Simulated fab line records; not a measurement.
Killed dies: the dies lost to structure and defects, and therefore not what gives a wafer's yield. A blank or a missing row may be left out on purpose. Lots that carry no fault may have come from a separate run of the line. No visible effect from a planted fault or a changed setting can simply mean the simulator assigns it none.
A lot that was struck, set against a sound lot    flow sfq line    15 out of 325 route steps
Sound: these wafers, L555.4, L555.5, L555.6. Struck: wafer L549.4; the same lot's L549.1 was not struck, so it is left out; see the end for the cause.
For every step that has rows: the tool of each side, followed by ch and its chambers, followed by its first start. Under that, the readings that differ: sound wafers    struck wafers    difference of the means    sigmas: that difference in standard deviations of wafers without a fault.
alike: same words and numbers on both sides, and readings whose means sit less than 2 such deviations apart. not compared: any withheld reading, any reading some wafer has no value for, any bound like >300 that may hide the same value, and any number with overlapping values for which the record gives no deviation.
The two part at a step that has a row with sigmas, a row that says differs or no value, or rows on one side only. Numbers that have no deviation but don't overlap get no sigmas and don't part them. Lack of a reading on every wafer of one side parts them only where that side has two or more wafers.

SFQ_TRILAYER_JJ_CE_BARC_OPEN_RIE_150: chemistry O2, target BARC, target depth 240 nm, time 80 s.
  sound on rie metal-04 ch 0,1, day 46 20:09; struck on rie metal-04 ch 1, day 45 05:41
  alike: drypump motor current A, he backside leak sccm, oes product au
  not compared: rf hours counter h
SFQ_TRILAYER_JJ_CE_ETCH_RIE_118: chemistry SF6, target Nb, stops on Al2O3, time 97.7 s, target depth 170 nm.
  sound on rie metal-04 ch 0,1, day 46 20:15; struck on rie metal-04 ch 1, day 45 05:46
  alike: drypump motor current A, he backside leak sccm, oes product au
  not compared: rf hours counter h
after that, 1 step had no rows for these wafers: SFQ_TRILAYER_JJ_ANODIZE_ANODIZE_119.
SFQ_TRILAYER_JJ_CE_STRIP_STRIP_120: strips in O2.
  sound on rie metal-03 ch 0,1, day 46 21:01; struck on rie metal-03 ch 0, day 45 06:23
reading                       sound              struck  difference  sigmas
he backside leak sccm (sccm)  3.21 3.26 3.75     3.82    +0.41       +2
oes product au (a.u.)         1.001 0.997 1.012  1.030   +0.027      +2
  alike: drypump motor current A, platen temp c
  not compared: rf hours counter h
then, 7 steps without rows for these wafers: SFQ_TRILAYER_JJ_CE_STRIP_SOLV_CLEAN_121 (cleans in NMP, time 600 s); SFQ_TRILAYER_M5_LITHO_COAT_128 (resist thk 62 nm); SFQ_TRILAYER_M5_LITHO_COAT_123 (resist thk 600 nm); SFQ_TRILAYER_M5_LITHO_SOFTBAKE_127; SFQ_TRILAYER_M5_LITHO_EXPOSE_124 (exposes mask M5, target cd 700 nm); SFQ_TRILAYER_M5_LITHO_PEB_126 (peb time 60 s); SFQ_TRILAYER_M5_LITHO_DEVELOP_125 (time 60 s).
-- the record jumps here: 4 days lie between the struck wafers' starts before and after --
SFQ_M5_OVL_MEAS_932:
  sound: overlay-02 at day 51 02:49; struck: overlay-02 at day 49 14:48
  alike: M5_OVL
SFQ_TRILAYER_M5_BARC_OPEN_METAL_ETCH_161: etches BARC in O2, target depth 125 nm, time 41.7 s.
  sound on rie metal-03 ch 0,1, day 51 02:51; struck on rie metal-01 ch 0, day 49 14:50
reading                                              sound              struck  difference  sigmas
oes product au (a.u.)                                0.691 0.690 0.695  0.657   -0.035      -7
run length s (s)                                     69.7 69.4 69.8     75.6    +6.0        +9
model.KrF_of_TRILAYER_M5_LITHO_COAT_123.thk nm (nm)  521.1 521.3 522.5  516     -6          
  alike: drypump motor current A, he backside leak sccm
  not compared: rf hours counter h
SFQ_TRILAYER_M5_ETCH_METAL_ETCH_126: etches Nb in Cl2/BCl3, stops on SiO2, time 203.2 s, target depth 265 nm.
  sound on rie metal-03 ch 0,1, day 51 02:58; struck on rie metal-01 ch 0, day 49 14:53
reading                                              sound              struck  difference  sigmas
model.KrF_of_TRILAYER_M5_LITHO_COAT_123.thk nm (nm)  365.4 365.6 371.2  364.5   -2.9        
  alike: drypump motor current A, he backside leak sccm, oes product au, run length s
  not compared: rf hours counter h
SFQ_TRILAYER_M5_STRIP_STRIP_127: strips in O2.
  sound on rie metal-03 ch 0,1, day 51 03:17; struck on rie metal-01 ch 0, day 49 15:05
  alike: drypump motor current A, he backside leak sccm, oes product au, platen temp c
  not compared: rf hours counter h

## WHERE THEY PART
At SFQ_TRILAYER_JJ_CE_STRIP_STRIP_120 first; at SFQ_TRILAYER_M5_BARC_OPEN_METAL_ETCH_161 last (within this record only). Later steps at which nothing parts them and some readings are alike: SFQ_TRILAYER_M5_ETCH_METAL_ETCH_126, SFQ_TRILAYER_M5_STRIP_STRIP_127.

WHY: the cause the simulator had injected
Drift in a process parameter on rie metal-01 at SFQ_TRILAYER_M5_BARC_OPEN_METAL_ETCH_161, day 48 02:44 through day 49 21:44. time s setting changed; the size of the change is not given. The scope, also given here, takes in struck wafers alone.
